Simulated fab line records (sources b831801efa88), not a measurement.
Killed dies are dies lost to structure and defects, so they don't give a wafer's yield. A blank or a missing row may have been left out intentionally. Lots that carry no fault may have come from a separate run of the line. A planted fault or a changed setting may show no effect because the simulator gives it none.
Problem report in the 8D (eight disciplines) form, filled by code | flow sky130 | the parts of the form that need people (team, actions taken, sign-off) are left out

== 1. PROBLEM STATEMENT ==
oesProductAu at SKY_VIA2_ETCH_15 reads a mean of 0.885 a.u. on 3 wafers of 2 lots; wafers without a fault read 0.941 a.u. with a standard deviation of 0.0044. That puts it -13 standard deviations away from the usual mean.
The step: etches SiO2 in C4F8/O2/Ar, stops on TiN, target depth 546 nm, time 84 s.
Earliest sighting: wafer L143.2 on rieDiel-02 at day 39 16:42. Wafers with a number at this step in the record: 28, from 10 lots. Rule for "out", or "out of limits": more than 4 standard deviations from the usual mean. The rest of the wafers with a number are treated as sound.

== 2. WHAT IT IS, WHAT IT ISN'T ==
question                    | is                     | is not
which readings at this step | oesProductAu           | -
which lots                  | L143, L145             | L137, L138, L140, L154, L155, L156, L159, L160
which wafers of those lots  | L143.2, L145.2, L145.4 | L143.5
read on which tools         | rieDiel-02, rieDiel-03 | rieDiel-04
when                        | from day 39 16:42      | up to then (10 sound wafers); but 15 sound wafers of L154, L155, L156, L159, L160 came after

== 3. SUSPECTS, AND WHAT RULES EACH OUT ==
Counting: if a tool at a process step up to the reading ran every lot that is out, it stays a suspect. Sound lots after the first of them don't rule it out here, since some wafers of a struck lot are sound.
- cmp-01 at SKY_VIA2_CMP_02 (polishes SiO2): kept. It processed each lot that is out (first: L143, day 38 15:14); up to then, its last sound lot is L140 (day 37 07:24).
Remaining after the count: cmp-01 at SKY_VIA2_CMP_02.

== 4. THE CAUSE (what the simulator had put in) ==
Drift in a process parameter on cmp-01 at SKY_VIA2_CMP_02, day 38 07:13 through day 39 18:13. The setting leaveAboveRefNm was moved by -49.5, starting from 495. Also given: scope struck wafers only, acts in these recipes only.
Only this tool survived the counting.

== 5. THE CHAIN OF EFFECTS, in route order ==
Each row: a reading where the mean over the struck wafers with a number is more than 3 standard deviations away from the usual. Scope: only readings with a usual standard deviation given in the record; hours: median across lots of the time from each lot's start at the first step in this table that gives one to its start at this step; sigmas: change in usual standard deviations.
hours | step             | reading      | usual      | on struck wafers | change | sigmas
0     | SKY_VIA2_ETCH_15 | oesProductAu | 0.941 a.u. | 0.885            | -0.056 | -13
Process steps it contains:
- SKY_VIA2_ETCH_15: etches SiO2 in C4F8/O2/Ar, stops on TiN, target depth 546 nm, time 84 s.

== 6. WHAT WOULD HAVE CAUGHT IT SOONER ==
In this record the first reading out of limits was taken at day 39 16:42, 33 hours after the fault began at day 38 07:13.
Of the tool readings at SKY_VIA2_CMP_02 for which the record gives a usual standard deviation, none was out on any struck wafer, so an alarm limit of 4 standard deviations on them would not have fired.
All the lots that are out (2) had begun SKY_VIA2_CMP_02 on cmp-01 by day 39 16:42. Holding the tool at that point would not have protected any of them.
